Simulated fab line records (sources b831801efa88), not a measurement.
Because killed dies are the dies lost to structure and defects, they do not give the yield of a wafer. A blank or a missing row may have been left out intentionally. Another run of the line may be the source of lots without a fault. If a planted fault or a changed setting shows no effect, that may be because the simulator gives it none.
Lot-split experiment ; flow sfqLine ; on a route of 325 steps: 5 lots, 23 wafers read

== ABOUT THE SPLIT ==
At SFQ_TRILAYER_M7_LITHO_COAT_177 (resist thk 600 nm), the setting resistThkNm was moved away from the recipe's 600 nm on 10 of the 23 wafers read, by -5.2% to +4.2%. The other wafers ran this setting at the recipe's value.

== FROM THE SPLIT TO THE READING: what the file shows between them, 3 steps ==
- SFQ_TRILAYER_M7_LITHO_PEB_180: peb time 60 s (also split here: pebTempC)
- SFQ_TRILAYER_M7_LITHO_DEVELOP_179: time 60 s
- SFQ_TRILAYER_M7_BARC_OPEN_METAL_ETCH_229: etches BARC in O2, target depth 125 nm, time 41.7 s

== THE READING ==
KrF_of_TRILAYER_M7_LITHO_COAT_177.thkNm (the simulator's own value, which no gauge read), in nm, at SFQ_TRILAYER_M7_ETCH_METAL_ETCH_180 (etches Nb in Cl2/Ar, stops on SiO2, target depth 240 nm, time 120 s). The file does not state a usual value for it. The 13 wafers here that ran the recipe average 381.3 nm, standard deviation 2.6 nm.

wafer;tool, chamber at the split;resistThkNm as run, nm;against the recipe;KrF_of_TRILAYER_M7_LITHO_COAT_177.thkNm, nm;against lot-mates on the recipe
L074.1;lithoTrack-03, 0;600;recipe;385.1;-
L074.3;lithoTrack-03, 0;600;recipe;385.4;-
L074.4;lithoTrack-03, 0;570.4;-4.9%;351.3;-34.4
L074.5;lithoTrack-03, 0;600;recipe;386.7;-
L074.6;lithoTrack-03, 0;570.4;-4.9%;350;-35.7
L076.1;lithoTrack-04, 0;600;recipe;378.9;-
L076.3;lithoTrack-04, 0;617.7;+3.0%;397.9;+17.4
L076.4;lithoTrack-04, 0;600;recipe;382.1;-
L076.5;lithoTrack-04, 0;617.7;+3.0%;400.7;+20.2
L076.6;lithoTrack-04, 0;617.7;+3.0%;398.4;+17.9
L077.2;lithoTrack-01, 0;600;recipe;378.9;-
L077.3;lithoTrack-01, 0;568.7;-5.2%;349;-30.4
L077.4;lithoTrack-01, 0;568.7;-5.2%;350.2;-29.2
L077.5;lithoTrack-01, 0;600;recipe;378.6;-
L077.6;lithoTrack-01, 0;600;recipe;380.6;-
L083.1;lithoTrack-03, 0;600;recipe;378.6;-
L083.2;lithoTrack-03, 0;625.4;+4.2%;407.4;+27.6
L083.3;lithoTrack-03, 0;625.4;+4.2%;403.4;+23.6
L083.4;lithoTrack-03, 0;600;recipe;381;-
L083.5;lithoTrack-03, 0;625.4;+4.2%;408.7;+28.9
L085.2;lithoTrack-03, 0;600;recipe;381.1;-
L085.4;lithoTrack-03, 0;600;recipe;380.1;-
L085.5;lithoTrack-03, 0;600;recipe;380;-

THE FIT
A straight line over all 23 wafers: KrF_of_TRILAYER_M7_LITHO_COAT_177.thkNm changes by +6.07 nm for each +1% of resistThkNm; r = +0.99; the points scatter about the line by 2.3 nm.
The same after taking each lot's own level away (the mean of its wafers on the recipe; 23 wafers): +6.34 nm for each +1%; r = +0.99; scatter 2 nm.
The reading moves by 33 nm for the largest change in resistThkNm, on that fit.
Measured against the standard deviation above, the lots' own levels, which go from 379.37 to 385.73 nm, span 2.4 times it.
Hence the lot-to-lot level has little effect on the slope; both slopes agree.
Check: with one of the wafers moved furthest among these (-5.2%) left out of the fit, the line predicts -33.8 nm for it against its lot-mates. Against them it came out at -30.4 nm.

== OTHER SPLITS APPLIED TO THESE WAFERS ==
These wafers also went through other splits before the reading. Each is held against what the fit with the lots' levels taken away leaves over:
other split on the same wafers;wafers away from the commonest value;r with KrF_of_TRILAYER_M7_LITHO_COAT_177.thkNm (lot level and that fit taken away)
SFQ_TRILAYER_M6_LITHO_COAT_159 resistThkNm;7;-0.55
SFQ_TRILAYER_M6_ETCH_METAL_ETCH_162 biasW;4;-0.45
SFQ_TRILAYER_I6_VIA_LITHO_EXPOSE_170 doseMj;7;+0.24
SFQ_TRILAYER_I6_VIA_BARC_OPEN_VIA_ETCH_235 biasW;3;-0.17
SFQ_TRILAYER_M7_LITHO_PEB_180 pebTempC;9;-0.11

== THE WHOLE CHAIN: every reading that the file lists as answering this split, in the file's order ==
step;what it does;reading;change (the file's fit);r (the file's)
SFQ_TRILAYER_M7_LITHO_COAT_177;resist thk 600 nm;KrF_of_TRILAYER_M7_LITHO_COAT_177.thkNm (the simulator's own value, which no gauge read);+6.05 nm for each +1% of the setting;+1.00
SFQ_TRILAYER_M7_BARC_OPEN_METAL_ETCH_229;etches BARC in O2, target depth 125 nm, time 41.7 s;KrF_of_TRILAYER_M7_LITHO_COAT_177.thkNm (the simulator's own value, which no gauge read);+6.13 nm for each +1% of the setting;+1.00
SFQ_TRILAYER_M7_ETCH_METAL_ETCH_180;etches Nb in Cl2/Ar, stops on SiO2, target depth 240 nm, time 120 s;KrF_of_TRILAYER_M7_LITHO_COAT_177.thkNm (the simulator's own value, which no gauge read);+6.34 nm for each +1% of the setting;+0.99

== THE FILE'S OWN FIT ==
KrF_of_TRILAYER_M7_LITHO_COAT_177.thkNm changes by +6.34 nm for each +1% of resistThkNm, r = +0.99.
